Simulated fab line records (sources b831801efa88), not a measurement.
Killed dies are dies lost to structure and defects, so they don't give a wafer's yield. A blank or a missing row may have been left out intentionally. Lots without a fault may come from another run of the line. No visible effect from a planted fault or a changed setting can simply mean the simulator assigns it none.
fab line records | flow sky130 | part 2 of 2: steps 28 to 37 of 37
record: lots: 5 wafers: 15 last_day: 49
route steps=708 shown FIELD_ISO@20 NWELL@32 DNWELL@35 PWDE@45
lots that met no fault: taken from a fault-free run of the same line
start_h: hours from the record's opening day to when the first of the lot's shown wafers began | wait_h: how many hours have passed since the lot's step before this one | " same as the row above | L1.1+2: one row covering several wafers at once | - either no value or no given start | * or withheld: withheld | < > ~ a bound
route shown NAME@n: a module of which the file shows steps, and the number in the route of the first | usual: mean/standard deviation taken from wafers without a fault | same: alike in all rows | chamber/n: place in a boat | sites: each site's reading | _std_site: their standard deviation | _edge_site: outer sites' mean less inner sites' | radius_mm: for every site, how far away it sits from the centre of the wafer | mask NAME#n: copy n | behind: the last tool/chamber to shape the wafer | hold: cause of the lot's hold/its duration in hours/its outcome | device: the n, p or np transistor that did not switch | end of line: at the end of the route, the tests of the same wafers | for a step that has no rows: nothing shown but its recipe | killed: not the wafer's yield, but the dies lost to structure and defects at the first sort | map: dies across one wafer; x = killed, . = not, _ = none there
set.NAME: setting as actually run; set.NAME@STEP: the setting as run at that earlier step | model.NAME: the simulator's own value behind a step, which no gauge read
a table for each step, a row for each wafer; lots at some steps of the route
services: from which hour (start_h, from the record's first day; less than 0 if before it) a tool's chamber was out of use, for how many hours, and why
== steps ==
step: SKY_PWDE_COAT_02
recipe: spin_rpm: 2000 resist_thk_nm: 3000
usual: chill_plate_temp_C: 23.02/0.083
columns lot.wafer tool chamber start_h wait_h chill_plate_temp_C
L079.3 litho_track-04 0 87.03 0.1 23.11
L079.5 " 0 " " 23.04
L079.6 " 0 " " 23.15
L081.1 litho_track-04 0 102.78 0.1 22.99
L081.2 " 0 " " 22.91
L081.4 " 0 " " 23.07
L082.1 litho_track-04 0 105.13 0.1 22.99
L082.3 " 0 " " 23.07
L082.4 " 0 " " 22.90
L084.1 litho_track-02 0 119.09 0.1 23.05
L084.2 " 0 " " 22.83
L084.4 " 0 " " 23.03
L089.2 litho_track-02 0 143.31 0.1 23.04
L089.3 " 0 " " 22.81
L089.5 " 0 " " 23.01
step: SKY_PWDE_SOFTBAKE_03
recipe: temp_c: 110 time_s: withheld
usual: chill_plate_temp_C: 23.00/0.1
columns lot.wafer tool chamber start_h wait_h chill_plate_temp_C
L079.3 litho_track-04 0 87.20 0.1 23.05
L079.5 " 0 " " 23.16
L079.6 " 0 " " 23.22
L081.1 litho_track-04 0 102.93 0.1 22.91
L081.2 " 0 " " 22.99
L081.4 " 0 " " 22.96
L082.1 litho_track-04 0 105.28 0.1 22.91
L082.3 " 0 " " 22.98
L082.4 " 0 " " 23.06
L084.1 litho_track-02 0 119.24 0.1 22.87
L084.2 " 0 " " 22.98
L084.4 " 0 " " 23.14
L089.2 litho_track-02 0 143.47 0.1 23.08
L089.3 " 0 " " 22.98
L089.5 " 0 " " 23.12
step: SKY_PWDE_EXPOSE_04
recipe: mask_id: PWDEM na: 0.6 source_shape: conventional sigma_outer: 0.6 polarization: unpolarized target_cd_nm: 840 dose_mj: 214
usual: focus_offset_nm: 0.0/0.55 reticle_temp_C: 22.98/0.11
columns lot.wafer tool chamber start_h wait_h mask focus_offset_nm reticle_temp_C
L079.3 iline_stepper-02 0 - - PWDEM#0 0.4 22.94
L079.5 " 0 " " PWDEM#0 0.3 22.88
L079.6 " 0 " " PWDEM#0 0.1 22.94
L081.1 iline_stepper-02 0 - - PWDEM#0 0.1 23.06
L081.2 " 0 " " PWDEM#0 0.5 23.13
L081.4 " 0 " " PWDEM#0 0.7 22.97
L082.1 iline_stepper-01 0 - - PWDEM#0 0.4 23.01
L082.3 " 0 " " PWDEM#0 -0.5 23.00
L082.4 " 0 " " PWDEM#0 0.6 23.08
L084.1 iline_stepper-01 0 - - PWDEM#0 -0.8 23.02
L084.2 " 0 " " PWDEM#0 0.1 22.88
L084.4 " 0 " " PWDEM#0 -0.8 23.08
L089.2 iline_stepper-01 0 - - PWDEM#0 0.7 23.10
L089.3 " 0 " " PWDEM#0 0.0 23.03
L089.5 " 0 " " PWDEM#0 0.2 22.91
step: SKY_PWDE_PEB_05
recipe: temp_c: 115 time_s: withheld
usual: chill_plate_temp_C: 22.97/0.12
columns lot.wafer tool chamber start_h wait_h chill_plate_temp_C
L079.3 litho_track-03 0 - - 22.93
L079.5 " 0 " " 23.00
L079.6 " 0 " " 22.95
L081.1 litho_track-03 0 - - 22.86
L081.2 " 0 " " 22.92
L081.4 " 0 " " 22.94
L082.1 litho_track-03 0 - - 22.81
L082.3 " 0 " " 22.95
L082.4 " 0 " " 22.80
L084.1 litho_track-03 0 - - 23.04
L084.2 " 0 " " 23.17
L084.4 " 0 " " 23.22
L089.2 litho_track-03 0 - - 22.99
L089.3 " 0 " " 23.00
L089.5 " 0 " " 23.09
step: SKY_PWDE_DEVELOP_06
recipe: wall_angle_deg: 90 developer: TMAH develop_time_s: 60 dev_temp_c: 23
usual: chill_plate_temp_C: 23.01/0.1
columns lot.wafer tool chamber start_h wait_h chill_plate_temp_C
L079.3 litho_track-03 0 - - 22.97
L079.5 " 0 " " 22.91
L079.6 " 0 " " 22.97
L081.1 litho_track-03 0 - - 23.09
L081.2 " 0 " " 23.03
L081.4 " 0 " " 23.10
L082.1 litho_track-03 0 - - 23.05
L082.3 " 0 " " 23.11
L082.4 " 0 " " 23.10
L084.1 litho_track-03 0 - - 22.96
L084.2 " 0 " " 23.02
L084.4 " 0 " " 23.07
L089.2 litho_track-03 0 - - 23.01
L089.3 " 0 " " 22.89
L089.5 " 0 " " 23.05
step: SKY_PWDE_OVL_MEAS_07
usual: PWDE_OVL: 0.7/1.5
columns lot.wafer tool chamber start_h wait_h PWDE_OVL[nm]
L079.3 overlay-02 - 96.20 - 1.6
L079.5 " - " " 1.6
L079.6 " - " " 2.1
L081.1 overlay-02 - 112.04 - 0.4
L081.2 " - " " 1.9
L081.4 " - " " 2.4
L082.1 overlay-01 - 115.04 - -0.9
L082.3 " - " " 0.9
L082.4 " - " " 1.0
L084.1 overlay-01 - 128.15 - 3.0
L084.2 " - " " 1.7
L084.4 " - " " 2.1
L089.2 overlay-02 - 153.55 - 1.2
L089.3 " - " " 1.8
L089.5 " - " " 4.4
step: SKY_PWDE_IMPLANT_08
recipe: species: B energy_kev: 150 dose_cm2: 3.6e+12 tilt_deg: withheld
usual: beam_on_s: 9.96/0.21
columns lot.wafer tool chamber start_h wait_h beam_on_s
L079.3 implanter-02 0 96.27 0.1 9.94
L079.5 " 0 " " 9.81
L079.6 " 0 " " 9.85
L081.1 implanter-01 0 112.07 0.0 9.84
L081.2 " 0 " " 9.88
L081.4 " 0 " " 9.86
L082.1 implanter-03 0 115.07 0.0 10.41
L082.3 " 0 " " 10.00
L082.4 " 0 " " 10.06
L084.1 implanter-01 0 128.18 0.0 10.03
L084.2 " 0 " " 10.06
L084.4 " 0 " " 9.74
L089.2 implanter-01 0 153.61 0.0 10.02
L089.3 " 0 " " 10.04
L089.5 " 0 " " 9.77
step: SKY_PWDE_STRIP_09
recipe: chemistry: O2/N2 power_w: 1400 pressure_mtorr: 1500 platen_temp_c: withheld o2_flow_sccm: 3000 n2_flow_sccm: 300 overash_fraction: 0.5
usual: chamber_pressure_mTorr: 1500.1/1.6 drypump_motor_current_A: 6.0/0.52 oes_product_au: 0.722/0.0048 strip_time_to_endpoint_s: 36.94/0.09
columns lot.wafer tool chamber start_h wait_h chamber_pressure_mTorr drypump_motor_current_A oes_product_au rf_hours_counter_h strip_time_to_endpoint_s
L079.3 plasma_asher-04 0 96.41 0.1 1499.4 6.2 0.719 - 36.93
L079.5 " 1 " " 1500.3 6.7 0.727 - 36.92
L079.6 " 0 " " 1502.1 6.2 0.727 - 36.92
L081.1 plasma_asher-03 1 112.22 0.1 1499.0 6.3 0.724 32 36.96
L081.2 " 0 " " 1499.5 5.2 0.727 32 36.82
L081.4 " 1 " " 1498.4 6.3 0.719 - 37.06
L082.1 plasma_asher-04 1 115.22 0.1 1499.1 6.7 0.717 44 36.84
L082.3 " 1 " " 1498.9 6.7 0.731 - 36.91
L082.4 " 0 " " 1498.0 6.2 0.726 - 36.89
L084.1 plasma_asher-04 0 128.33 0.1 1499.0 6.3 0.722 45 36.77
L084.2 " 1 " " 1499.7 6.7 0.725 45 36.84
L084.4 " 1 " " 1500.7 6.7 0.726 - 36.84
L089.2 plasma_asher-01 0 153.73 0.1 1499.4 5.5 0.724 3 36.85
L089.3 " 1 " " 1501.6 6.1 0.716 - 36.88
L089.5 " 0 " " 1499.5 5.5 0.720 - 36.88
step: SKY_PWDE_TW_MEAS_10
usual: PWDE_TW: 375.2/2.3
columns lot.wafer tool chamber start_h wait_h PWDE_TW
L079.3 film_metro-01 - 96.49 0.1 373.1
L079.5 " - " " 373.7
L079.6 " - " " 374.1
L081.1 film_metro-02 - 112.32 0.1 376.1
L081.2 " - " " 375.8
L081.4 " - " " 374.4
L082.1 film_metro-04 - 115.32 0.1 382.7
L082.3 " - " " 379.8
L082.4 " - " " 377.9
L084.1 film_metro-01 - 128.43 0.1 372.4
L084.2 " - " " 374.4
L084.4 " - " " 376.0
L089.2 film_metro-02 - 153.84 0.1 371.9
L089.3 " - " " 373.2
L089.5 " - " " 374.2
step: SKY_NWELL_DEHYDRATE_03
recipe: temp_c: 200 time_s: 60
usual: chill_plate_temp_C: 23.00/0.1
columns lot.wafer tool chamber start_h wait_h chill_plate_temp_C
L079.3 litho_track-02 0 104.84 8.3 23.05
L079.5 " 0 " " 22.92
L079.6 " 0 " " 23.02
L081.1 litho_track-04 0 120.98 8.6 23.12
L081.2 " 0 " " 22.92
L081.4 " 0 " " 23.02
L082.1 litho_track-01 0 123.53 8.2 22.98
L082.3 " 0 " " 23.02
L082.4 " 0 " " 22.87
L084.1 litho_track-02 0 137.69 9.2 23.00
L084.2 " 0 " " 22.91
L084.4 " 0 " " 22.95
L089.2 litho_track-01 0 163.55 9.7 22.93
L089.3 " 0 " " 22.77
L089.5 " 0 " " 22.93
== services ==
columns tool chamber start_h hours kind
cmp-02 - 40.76 0.7 repair
furnace-02 - 41.73 3.2 pm
wet_bench-01 - 43.06 4.4 pm
implanter-02 - 44.79 1.9 repair
plasma_asher-01 - 46.85 14.6 pm
iline_stepper-02 - 47.95 10.6 repair
iline_stepper-02 - 58.60 4.4 pm
iline_stepper-01 - 72.32 2.1 pm
plasma_asher-01 - 98.40 7.9 repair
hdpcvd-02 1 99.33 17.1 repair
hdpcvd-02 2 99.59 11.6 repair
cmp-01 - 99.66 3.3 repair
plasma_asher-04 - 106.46 3.0 repair
plasma_asher-01 - 108.75 9.0 pm
wet_bench-02 - 109.80 1.9 pm
cmp-01 - 121.98 1.8 repair
implanter-01 - 129.07 2.6 repair
iline_stepper-02 - 136.36 16.7 repair
iline_stepper-01 - 140.05 1.1 repair
furnace-01 - 144.41 3.5 pm
plasma_asher-01 - 144.53 1.3 repair
cmp-01 - 146.84 9.2 pm
iline_stepper-01 - 154.93 1.7 pm
cmp-01 - 163.54 4.4 repair
